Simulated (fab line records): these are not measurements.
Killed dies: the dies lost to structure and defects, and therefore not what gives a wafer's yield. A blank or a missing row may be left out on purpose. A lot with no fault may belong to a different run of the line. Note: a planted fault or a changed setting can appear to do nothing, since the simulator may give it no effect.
Which of the tools did it? | flow gf180mcu | 11 lots with 33 wafers sampled at 3 steps, on a route of 602 steps

WHAT EACH GAUGE READ, for each wafer
GF_V4_THK_MEAS_03. Usual: for V4_CVD_02_THK the level is 848 nm and the standard deviation is 12.
lot  | measured     | on            | V4_CVD_02_THK (nm) | flag
L948 | day 24 00:40 | film-metro-01 | 836 838 855        |
L949 | day 24 10:40 | film-metro-03 | 846 847 871        |
L950 | day 24 21:50 | film-metro-03 | 838 844 859        |
L951 | day 25 04:10 | film-metro-04 | 826 845 844        |
L952 | day 25 07:32 | film-metro-03 | 842 850 859        |
L953 | day 25 11:26 | film-metro-04 | 831 855 849        |
L962 | day 28 08:22 | film-metro-04 | 834 841 844        |
L963 | day 28 16:23 | film-metro-03 | 843 843 841        |
L965 | day 29 10:16 | film-metro-01 | 843 849 852        |
L967 | day 29 18:29 | film-metro-01 | 839 838 828        |
L969 | day 30 08:08 | film-metro-01 | 834 839 853        |

GF_V4_RS_MEAS_24: a four-point-probe measurement. Usual: for V4_W_RS the level is 0.330 ohm/sq and the standard deviation is 0.004.
lot  | measured     | on            | V4_W_RS (ohm/sq)  | flag
L948 | day 24 23:34 | film-metro-01 | 0.330 0.330 0.325 |
L949 | day 25 09:16 | film-metro-03 | 0.332 0.324 0.336 |
L950 | day 25 20:57 | film-metro-03 | 0.326 0.328 0.324 |
L951 | day 26 02:39 | film-metro-03 | 0.328 0.331 0.325 |
L952 | day 26 05:55 | film-metro-03 | 0.325 0.334 0.325 |
L953 | day 26 09:50 | film-metro-04 | 0.323 0.335 0.333 |
L962 | day 29 05:47 | film-metro-03 | 0.331 0.331 0.334 |
L963 | day 29 13:26 | film-metro-03 | 0.335 0.334 0.334 |
L965 | day 30 06:56 | film-metro-04 | 0.324 0.322 0.331 |
L967 | day 30 14:34 | film-metro-03 | 0.332 0.324 0.330 |
L969 | day 31 03:49 | film-metro-01 | 0.332 0.324 0.324 |

GF_MIM_THK_MEAS_06. Usual: for MIM_CVD_05_THK the level is 41.8 nm and the standard deviation is 0.52.
lot  | measured     | on            | MIM_CVD_05_THK (nm) | flag
L948 | day 25 00:18 | film-metro-04 | 41.5 42.2 42.8      |
L949 | day 25 10:00 | film-metro-04 | 41.8 42.2 42.4      |
L950 | day 25 21:52 | film-metro-01 | 41.9 42.6 42.5      |
L951 | day 26 03:22 | film-metro-04 | 41.5 41.7 41.8      |
L952 | day 26 06:38 | film-metro-04 | 41.8 41.9 41.7      |
L953 | day 26 10:35 | film-metro-01 | 41.1 41.4 41.5      |
L962 | day 29 06:31 | film-metro-04 | 41.3 41.4 41.9      |
L963 | day 29 14:10 | film-metro-01 | 41.4 42.2 42.3      |
L965 | day 30 07:40 | film-metro-01 | 41.4 41.0 42.2      |
L967 | day 30 15:18 | film-metro-02 | 41.0 41.2 41.5      |
L969 | day 31 04:32 | film-metro-02 | 41.6 41.7 41.9      |

WHICH TOOL RAN EACH LOT (tool, then ch and the chambers of the sampled wafers, then the start)
The record holds no process step before these readings.

WHAT THE TOOLS THEMSELVES READ (means of the sampled wafers that have a number; where no wafer has one, the mark that the record gives instead)
The record holds no such reading with a usual standard deviation.

THE ANSWER, worked out from the rows above alone
Rule: a lot is off if the mean of its wafers that have a number lies more than 3 standard deviations from the usual mean. A lot without any number at a reading at which 4 lots or more have one is off too. Where the step has rows for the other lots, those lots are counted as sound. Order of review: gauges by route order, followed by the tools' own readings, for which a lot's mean as printed above is used. At the first step where some lot is off, the reading lying furthest off is the one used; lots without a number count as furthest.
No lot is off on any of the readings shown, so nothing can be concluded from this.

WHAT WAS PUT IN BY THE SIMULATOR
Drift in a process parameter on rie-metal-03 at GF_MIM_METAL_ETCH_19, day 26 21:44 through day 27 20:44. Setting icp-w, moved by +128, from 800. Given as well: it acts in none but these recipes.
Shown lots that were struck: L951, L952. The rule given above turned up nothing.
